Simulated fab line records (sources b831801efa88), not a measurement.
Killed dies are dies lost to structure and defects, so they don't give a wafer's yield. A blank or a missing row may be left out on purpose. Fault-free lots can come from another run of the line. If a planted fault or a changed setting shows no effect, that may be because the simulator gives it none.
Which of the tools did it?	flow sfq_line	14 lots, 42 wafers sampled, at 1 step of a route of 325

## WHAT THE GAUGES SHOWED, per wafer
Not one reading of a measure or inspect step in the record can be checked against a usual standard deviation.

## TOOL THAT RAN EACH LOT (tool first, then ch and the chambers of the sampled wafers, then the start)
lot	SFQ_TRILAYER_M3_LITHO_EXPOSE_076
L312	krf_scanner-01 ch 0, day 43 15:26
L313	krf_scanner-01 ch 0, day 43 19:09
L314	krf_scanner-02 ch 0, day 44 13:52
L319	krf_scanner-01 ch 0, day 46 13:53
L323	krf_scanner-01, day 47 16:17
L324	krf_scanner-02, day 48 00:44
L325	krf_scanner-02 ch 0, day 48 06:36
L326	krf_scanner-02 ch 0, day 54 03:38
L327	krf_scanner-02 ch 0, day 54 05:26
L329	krf_scanner-02 ch 0, day 55 15:17
L330	krf_scanner-02 ch 0, day 56 03:17
L331	krf_scanner-02 ch 0, day 56 16:29
L334	krf_scanner-02 ch 0, day 57 17:20
L335	krf_scanner-02 ch 0, day 58 01:20
- SFQ_TRILAYER_M3_LITHO_EXPOSE_076: exposes mask M3, target cd 500 nm.

## AS READ BY THE TOOLS THEMSELVES (means over the sampled wafers that have a number; for cases with no such wafer, the mark the record gives instead)
SFQ_TRILAYER_M3_LITHO_EXPOSE_076.
lot	tool	exposure_dose_mJ_cm2	focus_offset_nm (nm)	reticle_temp_C (C)
L312	krf_scanner-01	14.383	-0.7	22.91
L313	krf_scanner-01	14.414	-0.3	23.07
L314	krf_scanner-02	14.406	0.1	23.01
L319	krf_scanner-01	14.409	0.4	22.97
L323	krf_scanner-01	-	-	-
L324	krf_scanner-02	-	-	-
L325	krf_scanner-02	14.398	-0.1	22.91
L326	krf_scanner-02	14.364	-0.2	22.98
L327	krf_scanner-02	14.386	-0.2	23.07
L329	krf_scanner-02	14.417	-0.6	23.10
L330	krf_scanner-02	14.402	0.7	23.01
L331	krf_scanner-02	14.395	-0.0	23.04
L334	krf_scanner-02	14.393	-0.1	22.99
L335	krf_scanner-02	14.398	-0.0	22.98

## THE ANSWER, worked out from the rows above alone
Rule: what is usual is taken from the lots themselves. Put in order of their means at a reading, lots are off if they are a third of the lots or fewer, leave a main group of 4 or more, and stand apart from it by a gap of 3 or more times the standard deviation of the main group's means; of several such gaps the widest counts. If all means in a main group match to the digits the tables above print for the reading, that group is not used. Also off: a lot with no number at a reading for which 4 or more lots have one. The other lots that the step has rows for count as sound. Order of review: gauges by route order, followed by the tools' own readings, for which a lot's mean as printed above is used. The first step at which some lot is off is used, and at that step the reading that is off furthest; a lot without a number counts as furthest.
Off: L323, L324, at SFQ_TRILAYER_M3_LITHO_EXPOSE_076 (exposure_dose_mJ_cm2). Without a number there: L323, L324. The main group: mean 14.397, standard deviation 0.014.
A tool fits if, at that step or a process step before it, it ran every lot that is off, and no sound lot after the first of them. Of those tried, none fits.

## WHAT THE SIMULATOR HAD PUT IN
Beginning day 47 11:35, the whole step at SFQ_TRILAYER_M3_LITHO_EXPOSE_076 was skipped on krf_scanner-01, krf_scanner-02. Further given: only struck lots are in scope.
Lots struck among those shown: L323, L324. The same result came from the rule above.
